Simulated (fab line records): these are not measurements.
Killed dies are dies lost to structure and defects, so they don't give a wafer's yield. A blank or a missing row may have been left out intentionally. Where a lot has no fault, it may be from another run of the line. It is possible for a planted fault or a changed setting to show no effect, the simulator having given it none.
What tool caused it? || flow sky130 || route of 708 steps, sampled at 1 step: 14 lots, 42 wafers

WHAT THE GAUGES SHOWED, per wafer
SKY_VIA1_THK_MEAS_23: measures by xrf. Usual: for VIA1_W_THK the level is 260.8 nm and the standard deviation is 2.6.
{"lot": "L185", "measured": "day 34 16:24", "on": "film-metro-02", "VIA1_W_THK (nm)": "257.7 255.0 258.8", "flag": ""}
{"lot": "L186", "measured": "day 35 03:10", "on": "film-metro-02", "VIA1_W_THK (nm)": "264.0 262.0 260.9", "flag": ""}
{"lot": "L188", "measured": "day 35 10:40", "on": "film-metro-02", "VIA1_W_THK (nm)": "264.1 266.9 265.1", "flag": ""}
{"lot": "L189", "measured": "day 35 21:07", "on": "film-metro-03", "VIA1_W_THK (nm)": "258.6 262.8 260.5", "flag": ""}
{"lot": "L191", "measured": "day 36 12:30", "on": "film-metro-03", "VIA1_W_THK (nm)": "260.8 256.8 257.9", "flag": ""}
{"lot": "L190", "measured": "day 36 17:38", "on": "film-metro-03", "VIA1_W_THK (nm)": "259.5 259.2 254.5", "flag": ""}
{"lot": "L197", "measured": "day 38 06:23", "on": "film-metro-03", "VIA1_W_THK (nm)": "264.1 260.9 263.5", "flag": ""}
{"lot": "L198", "measured": "day 38 13:22", "on": "film-metro-02", "VIA1_W_THK (nm)": "259.6 257.3 261.4", "flag": ""}
{"lot": "L199", "measured": "day 38 15:23", "on": "film-metro-01", "VIA1_W_THK (nm)": "263.7 263.7 262.8", "flag": ""}
{"lot": "L200", "measured": "day 38 21:22", "on": "film-metro-02", "VIA1_W_THK (nm)": "261.8 263.7 260.8", "flag": ""}
{"lot": "L202", "measured": "day 39 10:56", "on": "film-metro-03", "VIA1_W_THK (nm)": "257.6 257.2 262.5", "flag": ""}
{"lot": "L204", "measured": "day 40 02:47", "on": "film-metro-03", "VIA1_W_THK (nm)": "262.6 262.3 263.0", "flag": ""}
{"lot": "L207", "measured": "day 40 14:02", "on": "film-metro-01", "VIA1_W_THK (nm)": "262.8 261.7 256.3", "flag": ""}
{"lot": "L208", "measured": "day 41 00:04", "on": "film-metro-03", "VIA1_W_THK (nm)": "260.6 253.6 257.7", "flag": ""}

EACH LOT AND THE TOOL THAT RAN IT (in order: tool; ch and the chambers of the sampled wafers; start)
The record shows no process step preceding these readings.

AS READ BY THE TOOLS THEMSELVES (means over the sampled wafers that have a number; for cases with no such wafer, the mark the record gives instead)
The record holds no such reading with a usual standard deviation.

THE ANSWER, worked out from the rows above alone
Rule: lot off if the mean of its wafers having a number is beyond 3 standard deviations from the usual mean. Also off: a lot with no number at a reading for which 4 or more lots have one. Any other lot the step has rows for is counted as sound. After the gauges, taken in route order, come the tools' own readings; for these a lot's mean is taken, as printed above. At the first step where some lot is off, the reading lying furthest off is the one used; lots without a number count as furthest.
Nothing can be told from this: no lot is off at any reading shown.

WHAT THE SIMULATOR PUT IN
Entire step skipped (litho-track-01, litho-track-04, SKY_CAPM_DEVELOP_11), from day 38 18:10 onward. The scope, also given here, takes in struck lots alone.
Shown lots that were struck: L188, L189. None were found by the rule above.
